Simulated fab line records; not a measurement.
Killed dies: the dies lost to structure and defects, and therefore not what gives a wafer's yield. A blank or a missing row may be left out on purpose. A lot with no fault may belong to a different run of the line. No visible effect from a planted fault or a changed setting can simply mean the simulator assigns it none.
Chamber matching + flow sky130 + cmp-02 running SKY_VIA2_CMP_24: 4 sister chambers
The step polishes, stops on SiO2, t overpolish 20 s, target thk 0 nm. 4 wafers are shown with their chamber, then 7 later ones without.

WAFERS, EACH WITH ITS CHAMBER
| wafer  | chamber | motor_current_A (A) |
|--------|---------|---------------------|
| L768.3 | 0       | 12.2                |
| L771.5 | 3       | 9.1                 |
| L774.1 | 2       | 9.7                 |
| L774.4 | 1       | 10.8                |

WAFERS MISSING THEIR CHAMBER
| wafer  | motor_current_A (A) |
|--------|---------------------|
| L774.6 | 9.4                 |
| L777.1 | 9.7                 |
| L777.2 | 9.1                 |
| L777.6 | 10.5                |
| L778.1 | 10.5                |
| L778.3 | 9.7                 |
| L778.5 | 12.3                |

WHICH CHAMBER EACH WENT THROUGH
| wafer  | from the rows above     | in truth |
|--------|-------------------------|----------|
| L774.6 | can't be placed: 2 or 3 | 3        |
| L777.1 | 2                       | 2        |
| L777.2 | 3                       | 3        |
| L777.6 | 1                       | 1        |
| L778.1 | 1                       | 1        |
| L778.3 | 2                       | 2        |
| L778.5 | 0                       | 0        |
Placed correctly: 6 of 7. These rows do not allow placing 1 (true chamber among the candidates in 1). 0 placed wrongly.
How it was worked out, from the rows above alone: a wafer's distance from a chamber is the root of the sum, over the readings, of the square of ((its reading less the chamber's mean) divided by the reading's scatter). If the next closest chamber is less than 2 further off than the closest, the wafer can't be placed; otherwise it belongs to the closest. For every chamber, the mean is computed from those of its wafers that are shown. The scatter: with one shown wafer a chamber, the root of the mean of the squares of how far each hidden wafer lies from its nearest shown one.
